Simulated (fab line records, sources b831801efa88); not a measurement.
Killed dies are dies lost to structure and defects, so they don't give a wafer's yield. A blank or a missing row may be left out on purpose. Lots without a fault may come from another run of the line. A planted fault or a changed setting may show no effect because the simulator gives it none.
Which tool did it? | flow gf180mcu | 14 lots, 42 wafers sampled, at 5 steps of a route of 602

WHAT THE GAUGES READ, wafer by wafer
GF_VT_IMPLANT_TW_MEAS_32.
lot  | measured     | on            | VT_IMPLANT_3_TW
L780 | day 6 22:13  | film_metro-01 | 261 261 262
L783 | day 7 17:53  | film_metro-03 | 272 271 271
L784 | day 7 21:52  | film_metro-02 | 270 268 270
L785 | day 8 04:35  | film_metro-01 | 264 263 264
L787 | day 8 18:19  | film_metro-01 | 263 263 262
L791 | day 9 20:48  | film_metro-03 | 272 272 273
L792 | day 10 03:59 | film_metro-03 | 267 268 268
L793 | day 10 13:44 | film_metro-02 | 270 269 269
L794 | day 10 17:25 | film_metro-01 | 263 262 262
L797 | day 11 10:41 | film_metro-03 | 271 272 271
L800 | day 12 09:59 | film_metro-02 | 271 270 271
L801 | day 12 15:13 | film_metro-01 | 264 265 265
L802 | day 12 20:19 | film_metro-03 | 270 269 268
L803 | day 13 04:08 | film_metro-02 | 270 271 270

GF_DUAL_GATE_OVL_MEAS_11.
lot  | measured     | on         | DUAL_GATE_OVL (nm)
L780 | day 8 09:02  | overlay-01 | 2.3 0.2 -0.6
L783 | day 9 06:38  | overlay-01 | -0.9 -0.6 -0.8
L784 | day 9 13:33  | overlay-02 | -1.9 -1.9 -0.7
L785 | day 9 20:15  | overlay-02 | - - -
L787 | day 10 06:05 | overlay-02 | -2.4 -2.1 0.3
L791 | day 11 13:43 | overlay-02 | - - -
L792 | day 11 17:47 | overlay-02 | -2.7 -0.1 -1.4
L793 | day 12 04:38 | overlay-02 | 0.5 0.6 -1.0
L794 | day 12 09:02 | overlay-02 | 1.5 1.3 0.3
L797 | day 13 03:32 | overlay-01 | -3.1 0.0 -1.2
L800 | day 14 03:50 | overlay-01 | -2.4 -2.4 -1.0
L801 | day 14 13:02 | overlay-02 | -1.1 2.7 -0.2
L802 | day 14 15:47 | overlay-02 | -0.1 0.8 -1.6
L803 | day 14 23:52 | overlay-01 | -2.1 -0.2 -1.1

GF_POLY_GATE_THK_MEAS_01.
lot  | measured     | on            | POLY_GATE_CVD_00_THK (nm)
L780 | day 8 14:40  | film_metro-01 | 197.0 195.9 196.7
L783 | day 9 11:26  | film_metro-03 | 200.2 200.3 199.5
L784 | day 9 17:02  | film_metro-01 | 199.6 200.9 200.2
L787 | day 10 13:51 | film_metro-01 | 202.5 203.2 202.7
L792 | day 11 21:37 | film_metro-03 | 203.0 201.4 201.8
L793 | day 12 07:47 | film_metro-03 | 205.5 205.1 204.4
L794 | day 12 13:04 | film_metro-04 | 201.5 200.1 201.0
L797 | day 13 06:48 | film_metro-04 | 200.8 200.7 202.3
L800 | day 14 07:53 | film_metro-04 | 202.0 201.3 201.5
L801 | day 14 16:53 | film_metro-04 | 199.2 198.7 199.2
L802 | day 14 18:57 | film_metro-01 | 199.9 200.2 201.1
L803 | day 15 03:02 | film_metro-03 | 200.8 200.3 200.7

GF_POLY_GATE_OVL_MEAS_11.
lot  | measured     | on         | POLY_GATE_OVL (nm)
L780 | day 9 06:55  | overlay-02 | 2 -2 3
L783 | day 10 04:55 | overlay-02 | 1 -2 -1
L784 | day 10 10:46 | overlay-01 | 2 -10 2
L787 | day 11 07:25 | overlay-02 | 2 -1 -3
L792 | day 12 16:41 | overlay-02 | -1 -5 0
L793 | day 13 03:43 | overlay-02 | -4 1 -3
L794 | day 13 09:13 | overlay-02 | 1 0 2
L797 | day 14 03:01 | overlay-01 | -4 -4 -2
L800 | day 15 04:57 | overlay-01 | 8 -5 0
L801 | day 15 14:13 | overlay-02 | -1 2 -3
L802 | day 15 16:32 | overlay-02 | 1 5 -6
L803 | day 16 01:13 | overlay-02 | -1 2 4

WHICH TOOL RAN EACH LOT (tool, then ch and the chambers of the sampled wafers, then the start)
lot  | GF_DUAL_GATE_DEVELOP_10
L780 | litho_track-04 ch 0, day 8 08:55
L783 | litho_track-01 ch 0, day 9 06:29
L784 | litho_track-03 ch 0, day 9 13:24
L785 | litho_track-01 ch 0, day 9 20:07
L787 | litho_track-04 ch 0, day 10 05:56
L791 | litho_track-01 ch 0, day 11 13:37
L792 | litho_track-04 ch 0, day 11 17:38
L793 | litho_track-04 ch 0, day 12 04:30
L794 | litho_track-04 ch 0, day 12 08:53
L797 | litho_track-04 ch 0, day 13 03:24
L800 | litho_track-01 ch 0, day 14 03:41
L801 | litho_track-04 ch 0, day 14 12:53
L802 | litho_track-04 ch 0, day 14 15:38
L803 | litho_track-01 ch 0, day 14 23:46
- GF_DUAL_GATE_DEVELOP_10: develop time 60 s.

WHAT THE TOOLS THEMSELVES READ (means of the sampled wafers that have a number; where no wafer has one, the mark that the record gives instead)
GF_DUAL_GATE_DEVELOP_10.
lot  | tool           | chill_plate_temp_C (C)
L780 | litho_track-04 | 22.99
L783 | litho_track-01 | 22.98
L784 | litho_track-03 | 23.17
L785 | litho_track-01 | 23.04
L787 | litho_track-04 | 22.95
L791 | litho_track-01 | 22.98
L792 | litho_track-04 | 23.08
L793 | litho_track-04 | 23.00
L794 | litho_track-04 | 22.88
L797 | litho_track-04 | 23.01
L800 | litho_track-01 | 22.91
L801 | litho_track-04 | 23.04
L802 | litho_track-04 | 23.06
L803 | litho_track-01 | 23.20

THE ANSWER, worked out from the rows above alone
Rule: what is usual is taken from the lots themselves. Put in order of their means at a reading, lots are off if they are a third of the lots or fewer, leave a main group of 4 or more, and stand apart from it by a gap of 3 or more times the standard deviation of the main group's means; of several such gaps the widest counts. A main group whose means are all the same, to the digits that the tables above print for the reading, isn't used. A lot without any number at a reading at which 4 lots or more have one is off too. The other lots that the step has rows for count as sound. The gauges are gone through in route order, then the tools' own readings, and for those a lot's mean is taken as printed above. The first step at which some lot is off is used, and at that step the reading that is off furthest; a lot without a number counts as furthest.
Off: L785, L791, at GF_DUAL_GATE_OVL_MEAS_11 (DUAL_GATE_OVL). Without a number there: L785, L791. The main group: mean -0.6 nm, standard deviation 0.94.
A tool fits if, at a process step before that reading, it ran every lot that is off, and no sound lot after the first of them. The gauges at GF_DUAL_GATE_OVL_MEAS_11 are tried like those tools. None of those tried fits.

WHAT THE SIMULATOR HAD PUT IN
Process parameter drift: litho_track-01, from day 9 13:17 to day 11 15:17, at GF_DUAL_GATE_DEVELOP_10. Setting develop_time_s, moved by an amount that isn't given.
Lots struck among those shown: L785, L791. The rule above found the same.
